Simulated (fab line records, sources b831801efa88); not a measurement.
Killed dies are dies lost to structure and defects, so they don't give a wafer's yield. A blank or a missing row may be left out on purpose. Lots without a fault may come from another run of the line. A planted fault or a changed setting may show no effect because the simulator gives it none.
Chamber matching | flow gf180mcu | GF_POLY_GATE_ETCH_13 on rie_si-01: 4 sister chambers
The step etches poly-Si in HBr/Cl2, stops on SiO2, target depth 198.5 nm, time 69.6 s. 8 wafers are shown with their chamber, then 9 later ones without.

WAFERS WITH THEIR CHAMBER
wafer  | chamber | drypump_motor_current_A (A) | oes_product_au (a.u.)
L839.3 | 3       | 6.0                         | 0.980
L840.2 | 2       | 5.5                         | 0.992
L842.3 | 1       | 4.9                         | 0.979
L842.4 | 3       | 5.9                         | 0.985
L842.6 | 0       | 5.3                         | 0.976
L845.3 | 0       | 5.2                         | 0.990
L845.4 | 2       | 5.5                         | 0.986
L845.6 | 1       | 4.9                         | 0.979

WAFERS WITHOUT THEIR CHAMBER
wafer  | drypump_motor_current_A (A) | oes_product_au (a.u.)
L847.1 | 6.0                         | 0.989
L847.3 | 5.5                         | 0.987
L847.4 | 4.9                         | 0.991
L848.1 | 5.5                         | 0.995
L848.3 | 5.2                         | 0.975
L848.5 | 5.6                         | 0.987
L849.2 | 4.9                         | 0.983
L849.3 | 6.0                         | 0.987
L849.5 | 5.2                         | 0.986

WHICH CHAMBER EACH WENT THROUGH
wafer  | from the rows above | in truth
L847.1 | 3                   | 3
L847.3 | 2                   | 2
L847.4 | 1                   | 1
L848.1 | 2                   | 2
L848.3 | 0                   | 0
L848.5 | 2                   | 2
L849.2 | 1                   | 1
L849.3 | 3                   | 3
L849.5 | 0                   | 0
Placed correctly: 9 of 9. Can't be placed from these rows: 0. Placed wrongly: 0.
How it was worked out, from the rows above alone: a wafer's distance from a chamber is the root of the sum, over the readings, of the square of ((its reading less the chamber's mean) divided by the reading's scatter). The wafer belongs to the nearest chamber; if the next one is less than 2 further off, it can't be placed. A chamber's mean is the mean of its shown wafers. The scatter: the root of (the sum of the squares of (reading less its chamber's mean) over the shown wafers, divided by (wafers less chambers)).
